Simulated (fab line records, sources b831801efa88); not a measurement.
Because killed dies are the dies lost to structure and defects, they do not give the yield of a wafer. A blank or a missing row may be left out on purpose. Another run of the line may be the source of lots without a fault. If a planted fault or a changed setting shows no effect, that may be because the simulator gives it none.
A lot that was struck, set against a sound lot || flow sky130 || 44 out of 708 route steps
Sound: these wafers, L831.1, L831.3, L831.4. The struck wafers were L841.1, L841.2, L841.4. The cause is given at the end.
For every step that has rows: the tool of each side, followed by ch and its chambers, followed by its first start. Under that, the readings that differ: sound wafers || struck wafers || difference of the means || sigmas: that difference in standard deviations of wafers without a fault.
alike: same words and numbers on both sides, and readings whose means sit less than 2 such deviations apart. not compared: any withheld reading, any reading some wafer has no value for, any bound like >300 that may hide the same value, and any number with overlapping values for which the record gives no deviation.
A row with sigmas, a row that says differs or no value, or rows on one side alone: a step with any of these is where the two part. Numbers that have no deviation but don't overlap get no sigmas and don't part them. Lack of a reading on every wafer of one side parts them only where that side has two or more wafers.

first, 6 steps without rows for these wafers: SKY_VIA2_ETCH_15 (etches SiO2 in C4F8/O2/Ar, stops on TiN, target depth 546 nm, time 84 s); SKY_VIA2_STRIP_16 (strips in O2/N2); SKY_VIA2_STRIP_17 (strips in post etch residue remover, time 1200 s); SKY_VIA2_CLEAN_18 (cleans in IPA, time 180 s); SKY_VIA2_CLEAN_19 (cleans in O3/DIW); SKY_VIA2_SPUTTER_20 (material TiN, target thk 20 nm, time 80 s).
SKY_VIA2_CVD_21: deposits W, target thk 420 nm, time 126.4 s.
  sound on cvd-w-01 ch 0,1, day 39 06:56; struck on cvd-w-02 ch 0,1, day 42 12:10
{"reading": "heater-power-w (W)", "sound": "743 747 769", "struck": "912 908 910", "difference": "+157", "sigmas": "+2"}
  not compared: since-wet-clean-h
SKY_VIA2_RS_MEAS_22: the measuring method here is four-point-probe.
  sound: film-metro-03 at day 39 07:04; struck: film-metro-01 at day 42 12:17
  alike: VIA2_W_RS
SKY_VIA2_THK_MEAS_23: measures by xrf.
  sound: film-metro-03 at day 39 07:11; struck: film-metro-01 at day 42 12:25
  alike: VIA2_W_THK
then, 1 step without rows for these wafers: SKY_VIA2_CMP_24 (polishes, stops on SiO2, t overpolish 20 s, target thk 0 nm).
SKY_METAL3_SPUTTER_00: material Ti, target thk 15 nm, time 10 s.
  sound: pvd-sputter-02 at day 39 07:33; struck: pvd-sputter-02 at day 42 12:46
  alike: cathode-dc-power-W, chamber-pressure-pa, throttle-valve-pct
then, 1 step without rows for these wafers: SKY_METAL3_SPUTTER_01 (material TiN, target thk 20 nm, time 16.7 s).
SKY_METAL3_SPUTTER_02: material AlCu, target thk 735 nm, time 39.1 s.
  sound: pvd-sputter-02 at day 39 07:36; struck: pvd-sputter-02 at day 42 12:49
{"reading": "cathode-dc-power-W (W)", "sound": "10604 10598 10600", "struck": "8222.5 8223.2 8223.8", "difference": -2377.5, "sigmas": "-99 or more"}
{"reading": "model.AlCu_of_METAL3_SPUTTER_02.thk-nm (nm)", "sound": "721.3 737.7 737.5", "struck": "561.3 571.9 567.4", "difference": -165.3, "sigmas": ""}
  alike: chamber-pressure-pa, throttle-valve-pct
SKY_METAL3_SPUTTER_03: material Ti, target thk 5 nm, time 3.3 s.
  sound: pvd-sputter-02 at day 39 07:38; struck: pvd-sputter-02 at day 42 12:51
  alike: cathode-dc-power-W, chamber-pressure-pa, throttle-valve-pct
then, 2 steps without rows for these wafers: SKY_METAL3_SPUTTER_04 (material TiN, target thk 70 nm, time 58.3 s); SKY_CAPM_CVD_00 (deposits SiO2, target thk 15.5 nm).
SKY_CAPM_THK_MEAS_01:
  sound: film-metro-02 at day 39 07:44; struck: film-metro-02 at day 42 12:56
  alike: CAPM_CVD_00_THK
SKY_CAPM_SPUTTER_02: material TiN, target thk 200 nm, time 166.7 s.
  sound: pvd-sputter-04 at day 39 07:48; struck: pvd-sputter-03 at day 42 13:00
  alike: cathode-dc-power-W, chamber-pressure-pa, throttle-valve-pct
SKY_CAPM_RS_MEAS_03: the measuring method here is four-point-probe.
  sound: film-metro-01 at day 39 07:55; struck: film-metro-02 at day 42 13:07
  alike: CAPM_TIN_RS
SKY_CAPM_THK_MEAS_04: measures by xrf.
  sound: film-metro-01 at day 39 08:02; struck: film-metro-02 at day 42 13:14
  alike: CAPM_TIN_THK
then, 7 steps without rows for these wafers: SKY_CAPM_DEHYDRATE_05 (time 60 s); SKY_CAPM_HMDS_06 (prime time 60 s); SKY_CAPM_COAT_07 (resist thk 1140 nm); SKY_CAPM_SOFTBAKE_08 (time 60 s); SKY_CAPM_EXPOSE_09 (exposes mask CAPM, target cd 1000 nm); SKY_CAPM_PEB_10; SKY_CAPM_DEVELOP_11 (develop time 60 s).
SKY_CAPM_OVL_MEAS_12:
  sound: overlay-02 at day 40 09:17; struck: overlay-02 at day 43 12:37
  alike: CAPM_OVL
SKY_CAPM_METAL_ETCH_13: etches TiN in Cl2/BCl3, stops on SiO2, target depth 220 nm, time 62.9 s.
  sound on rie-metal-01 ch 0,1, day 40 09:20; struck on rie-metal-02 ch 0,1, day 43 12:39
  alike: bcl3-flow-sccm, drypump-motor-current-A, oes-product-au, throttle-valve-pct
  not compared: rf-hours-counter-h
then, 12 steps without rows for these wafers: SKY_CAPM_STRIP_14 (strips in O2/N2); SKY_CAPM_STRIP_15 (strips in post etch residue remover, time 1200 s); SKY_CAPM_CLEAN_16 (cleans in IPA, time 180 s); SKY_CAPM_CLEAN_17 (cleans in O3/DIW); SKY_METAL3_DEHYDRATE_05 (time 60 s); SKY_METAL3_HMDS_06 (prime time 60 s); SKY_METAL3_COAT_07 (resist thk 60 nm); SKY_METAL3_COAT_08 (resist thk 1140 nm); SKY_METAL3_SOFTBAKE_09 (time 90 s); SKY_METAL3_EXPOSE_10 (exposes mask MM3, target cd 300 nm); SKY_METAL3_PEB_11; SKY_METAL3_DEVELOP_12 (develop time 60 s).
SKY_METAL3_CD_MEAS_13: target cd 300 nm.
  sound: cd-sem-01 at day 41 10:23; struck: cd-sem-01 at day 44 11:59
  alike: cd-nm
SKY_METAL3_METAL_ETCH_18: etches the open film in Cl2/BCl3, stops on SiO2, target depth 845 nm, time 183.1 s.
  sound on rie-metal-03 ch 0,1, day 41 10:42; struck on rie-metal-02 ch 0,1, day 44 12:26
{"reading": "oes-product-au (a.u.)", "sound": "0.858 0.870 0.869", "struck": "0.772 0.775 0.775", "difference": -0.092, "sigmas": -13}
  alike: bcl3-flow-sccm, drypump-motor-current-A, throttle-valve-pct
  not compared: rf-hours-counter-h
-- the record jumps here: 6 days lie between the struck wafers' starts before and after (it left off in module METAL3 and takes up again in module PAD_OPEN, whose first step shown is number 708 of the route) --
SKY_PAD_OPEN_PROBE_99:
  sound: prober-02 at day 48 08:25; struck: prober-01 at day 50 19:10
{"reading": "model.etest.met3.line-ohm-um", "sound": "0.1451 0.1415 0.1426", "struck": "0.1887 0.1841 0.1892", "difference": "+0.0443", "sigmas": ""}
{"reading": "model.etest.met3.rs-ohm-sq", "sound": "0.04358 0.04267 0.04243", "struck": "0.05614 0.05498 0.05532", "difference": "+0.01259", "sigmas": ""}
  alike: defect-limited-yield, killed_at_M0_to_M3, killed_at_M4_up, killed-at-contacts, killed-at-front-end, killed-at-other, killed-dies, killed-open, killed-short, sort_bin_3_pad_short, sort_bin_5_function, sort_bin_6_memory, sort-n-pass, sort-yield-pct

== WHERE THEY PART ==
Last at SKY_METAL3_METAL_ETCH_18 as far as this record goes, first at SKY_VIA2_CVD_21. Later steps at which nothing parts them and some readings are alike: SKY_PAD_OPEN_PROBE_99.

WHY: what had been put in by the simulator
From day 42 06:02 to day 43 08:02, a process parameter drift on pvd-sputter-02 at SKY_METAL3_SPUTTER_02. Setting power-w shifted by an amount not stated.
